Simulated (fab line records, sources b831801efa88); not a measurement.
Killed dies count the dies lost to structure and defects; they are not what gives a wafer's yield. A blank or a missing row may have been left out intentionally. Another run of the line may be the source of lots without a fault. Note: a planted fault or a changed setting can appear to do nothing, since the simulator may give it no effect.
fab line records | flow sky130
[record] lots = 14 wafers = 42 lastDay = 51
route steps=708 shown FIELD_ISO@2 NWELL@32
lots untouched by any fault: they come from a run of this same line in which no faults occurred
startH: hours from the record's first day to the start of the lot's first wafer shown | waitH: hours since the lot's step before | " as in the row above | L1.1+2: a row that stands for several wafers | - no value present, or no start provided | * or withheld: withheld | < > ~ a bound
route shown NAME@n: a module of which the file shows steps, and the number in the route of the first | usual: mean/standard deviation of fault-free wafers | same: alike in all rows | chamber/n: place in a boat | sites: readings site by site | _std_site: standard deviation of those values | _edge_site: the outer-site mean with the inner-site mean subtracted | radiusMm: how far each site lies from the wafer's centre | mask NAME#n: copy n | behind: the tool/chamber that last shaped the wafer | hold: why the lot was held/for how many hours/how that ended | device: transistor that didn't switch, given as n, p or np | end of line: tests of these same wafers at the route's end | a step with no rows: only its recipe | killed: count of dies lost to structure and defects at first sort (not the wafer's yield) | map: shows each die of a wafer: x if killed, . if not, _ if none is there
set.NAME: the setting the step ran with; set.NAME@STEP: the setting that earlier step ran with | model.NAME: the simulator's own value behind a step, which no gauge read
one table for each step of the route and one row for each wafer, over a sample of lots
services: when a tool's chamber went out of use (startH, in hours from the record's first day, below 0 if earlier), for how many hours, and the reason
[[steps]]
[step SKY_FIELD_ISO_OXIDATION_01]
[recipe] tempC = 900 ambient = O2 stabiliseS = 600 purgeS = 300 targetThkA = 120 oxTimeS = 1843
[usual] oxTempC = 900.1/0.39 oxTempCMax = 903.8/0.77
// columns lot.wafer tool chamber startH waitH oxTempC oxTempCMax
L540.2 furnace-02 0 20.66 0.6 900.4 904.7
L540.4 " 0 " " 900.3 904.0
L540.5 " 0 " " 900.2 903.5
L542.4 furnace-02 0 33.92 3.8 899.6 902.6
L542.5 " 0 " " 899.4 904.0
L542.6 " 0 " " 899.8 903.5
L543.2 furnace-01 0 37.91 2.9 900.1 903.2
L543.3 " 0 " " 899.7 902.6
L543.6 " 0 " " 900.0 903.9
L544.1 furnace-01 0 42.46 2.4 900.2 903.7
L544.3 " 0 " " 900.5 903.7
L544.6 " 0 " " 900.3 903.6
L545.2 furnace-01 0 48.25 3.2 899.4 902.5
L545.3 " 0 " " 900.1 903.6
L545.5 " 0 " " 899.9 904.3
L546.1 furnace-02 0 53.10 3.1 900.0 903.0
L546.2 " 0 " " 900.0 905.5
L546.6 " 0 " " 900.1 903.5
L547.2 furnace-02 0 55.79 0.7 900.6 904.6
L547.3 " 0 " " 900.3 902.9
L547.6 " 0 " " 900.4 904.4
L548.1 furnace-01 0 60.82 0.8 899.8 903.0
L548.2 " 0 " " 899.6 902.9
L548.4 " 0 " " 899.8 904.3
L549.1 furnace-02 0 65.42 0.4 900.1 903.5
L549.2 " 0 " " 900.2 903.2
L549.5 " 0 " " 900.2 903.6
L556.3 furnace-02 - 100.86 0.8 - -
L556.4 " - " " - -
L556.5 " - " " - -
L557.4 furnace-01 - 105.12 0.0 - -
L557.5 " - " " - -
L557.6 " - " " - -
L558.1 furnace-01 0 110.97 1.0 901.0 905.4
L558.3 " 0 " " 900.5 905.0
L558.4 " 0 " " 901.0 905.1
L559.1 furnace-02 0 116.57 1.5 900.0 904.7
L559.2 " 0 " " 899.7 903.6
L559.5 " 0 " " 900.1 903.7
L561.2 furnace-02 0 125.12 0.1 900.7 903.6
L561.3 " 0 " " 900.5 904.5
L561.5 " 0 " " 900.9 904.8
[step SKY_NWELL_CLEAN_00]
[recipe] chemistry = SC1/SC2 mix = 1:4:20 tempC = 70 timeS = 150 dry = n2Spin
[usual] tempC = 69.97/0.11
// columns lot.wafer tool chamber startH waitH tempC
L540.2 wetBench-04 2 47.58 0.0 69.93
L540.4 " 2 " " 69.93
L540.5 " 2 " " 69.99
L542.4 wetBench-03 1 59.02 0.0 69.84
L542.5 " 1 " " 69.99
L542.6 " 1 " " 69.92
L543.2 wetBench-01 0 63.86 0.0 69.92
L543.3 " 0 " " 70.01
L543.6 " 0 " " 69.75
L544.1 wetBench-01 1 69.29 0.0 70.01
L544.3 " 1 " " 69.90
L544.6 " 1 " " 69.93
L545.2 wetBench-01 0 72.32 0.0 69.97
L545.3 " 0 " " 70.08
L545.5 " 0 " " 70.10
L546.1 wetBench-03 1 79.39 0.0 70.08
L546.2 " 1 " " 70.02
L546.6 " 1 " " 70.19
L547.2 wetBench-03 0 84.56 0.0 69.94
L547.3 " 0 " " 69.85
L547.6 " 0 " " 69.94
L548.1 wetBench-01 2 88.86 0.0 69.93
L548.2 " 2 " " 69.81
L548.4 " 2 " " 70.02
L549.1 wetBench-01 3 93.44 0.0 69.71
L549.2 " 3 " " 70.10
L549.5 " 3 " " 69.84
L559.1 wetBench-04 3 148.09 0.0 70.06
L559.2 " 3 " " 69.82
L559.5 " 3 " " 70.01
L558.1 wetBench-04 1 148.24 0.0 69.99
L558.3 " 1 " " 69.95
L558.4 " 1 " " 70.09
L561.2 wetBench-04 3 160.57 0.0 70.12
L561.3 " 3 " " 70.13
L561.5 " 3 " " 70.12
[[services]]
// columns tool chamber startH hours kind
furnace-02 - 46.09 2.9 pm
wetBench-01 - 72.86 1.9 pm
furnace-02 - 110.06 5.1 pm
furnace-02 - 131.46 14.1 repair
[[key]]
[firstSign] step = SKY_FIELD_ISO_OXIDATION_01 reading = toolRecord direction = missing
[effect] step = SKY_NWELL_CLEAN_00 reading = visit direction = missing
metAt SKY_FIELD_ISO_OXIDATION_01
struckLots L556,L557
laterRowsLeftOut L556.3,L556.4,L556.5,L557.4,L557.5,L557.6
sortLeftOut L556.3,L556.4,L556.5,L557.4,L557.5,L557.6
testerLeftOut L556,L557
onsetBetween 65.42 100.86
[fault] kind = skippedStepWhole tool = furnace-01,furnace-02 chamber = - onsetH = 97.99 steps = SKY_FIELD_ISO_OXIDATION_01 scope = struckLotsOnly
// testerLeftOut: of these lots the tester's yield and bins aren't shown, on N5 and GAA mostly nor the transistor test; their killed dies are dies lost to structure and defects alone, not to doping, threshold or leakage, so they don't give the yield
// sortLeftOut: the simulated sort isn't trusted on such a fault, so these wafers' sort isn't shown, and their yield isn't known
// laterRowsLeftOut: the simulator's readings of these wafers behind a module that went badly wrong aren't trusted and aren't shown, but for the sort
